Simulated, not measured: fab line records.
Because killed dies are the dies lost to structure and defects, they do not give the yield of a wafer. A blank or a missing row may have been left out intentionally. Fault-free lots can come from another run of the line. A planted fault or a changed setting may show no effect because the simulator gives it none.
A struck lot beside a sound one    flow sky130    15 steps out of a route of 708
Sound: wafers L618.1, L618.2, L618.3. Struck: wafers L613.1, L613.2, L613.3. Last of all comes the cause.
Each step with rows lists, per side, the tool, then ch with its chambers, then its first start. Under that, the readings that differ: sound wafers    struck wafers    difference of the means    sigmas: that difference in standard deviations of wafers without a fault.
alike: readings whose means differ by less than 2 such deviations, and words and numbers that are the same on both sides. not compared: withheld readings, readings that some wafer has no value for, bounds like >300 that may hide the same value, and numbers for which the record gives no deviation and whose values overlap.
A row with sigmas, a row that says differs or no value, or rows on one side alone: a step with any of these is where the two part. When numbers do not overlap yet have no deviation, they are printed without sigmas and do not part them. Lack of a reading on every wafer of one side parts them only where that side has two or more wafers.

SKY_POLY_GATE_THK_MEAS_21:
  sound: film metro-01 at day 23 13:28; struck: film metro-02 at day 21 14:28
  alike: POLY_GATE_OXIDATION_THK
SKY_POLY_GATE_CD_MEAS_22:
  sound: cd sem-02 at day 23 13:32; struck: cd sem-02 at day 21 14:31
  alike: cd nm
then, 7 steps without rows for these wafers: SKY_LDD_N_DEHYDRATE_00 (time 60 s); SKY_LDD_N_HMDS_01 (prime time 60 s); SKY_LDD_N_COAT_02 (resist thk 300 nm); SKY_LDD_N_SOFTBAKE_03 (time 60 s); SKY_LDD_N_EXPOSE_04 (exposes mask NTM, target cd 840 nm); SKY_LDD_N_PEB_05; SKY_LDD_N_DEVELOP_06 (develop time 60 s).
SKY_LDD_N_OVL_MEAS_07:
  sound: overlay-02 at day 24 20:45; struck: overlay-02 at day 22 22:10
  alike: LDD_N_OVL
then, 2 steps without rows for these wafers: SKY_LDD_N_IMPLANT_08; SKY_LDD_N_IMPLANT_09.
SKY_LDD_N_IMPLANT_10:
  sound on implanter-02 ch 0, day 24 21:05; struck on implanter-01 ch 0, day 22 22:29
reading                    sound                 struck                difference  sigmas
beam energy keV            20.000 20.002 19.996  17.285 17.283 17.294  -2.712      -99 or more
beam on s (s)              10.20 9.73 10.04      11.44 11.45 11.15     +1.36       +6
faraday current uA         414 433 420           371 371 378           -49         -6
model.implant.rp nm (nm)   15.29 15.29 15.29     14.14 14.14 14.14     -1.15       
model.implant.drp nm (nm)  7.212 7.212 7.212     6.53 6.53 6.53        -0.68       
after that, 1 step had no rows for these wafers: SKY_LDD_N_IMPLANT_11.
-- here the record skips 27 days between the struck wafers' starts before and after, leaving off in module LDD_N and picking up in module PAD_OPEN (first step shown: number 708 of the route) --
SKY_PAD_OPEN_PROBE_99:
  sound: prober-02 at day 50 12:25; struck: prober-01 at day 49 10:55
reading                      sound              struck             difference  sigmas
model.etest.tip n.rs ohm sq  444.3 446.6 445.1  451.8 451.5 458.2  +8.5        
  alike: killed_at_M0_to_M3, killed_at_M4_up, killed at contacts, killed at front end, killed at other, killed dies, killed open, killed short

== WHERE THEY PART ==
Only at SKY_LDD_N_IMPLANT_10, within this record. Later steps at which nothing parts them and some readings are alike: SKY_PAD_OPEN_PROBE_99.

WHY: the cause the simulator had injected
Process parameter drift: implanter-01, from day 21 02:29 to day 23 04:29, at SKY_LDD_N_IMPLANT_10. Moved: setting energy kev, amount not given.
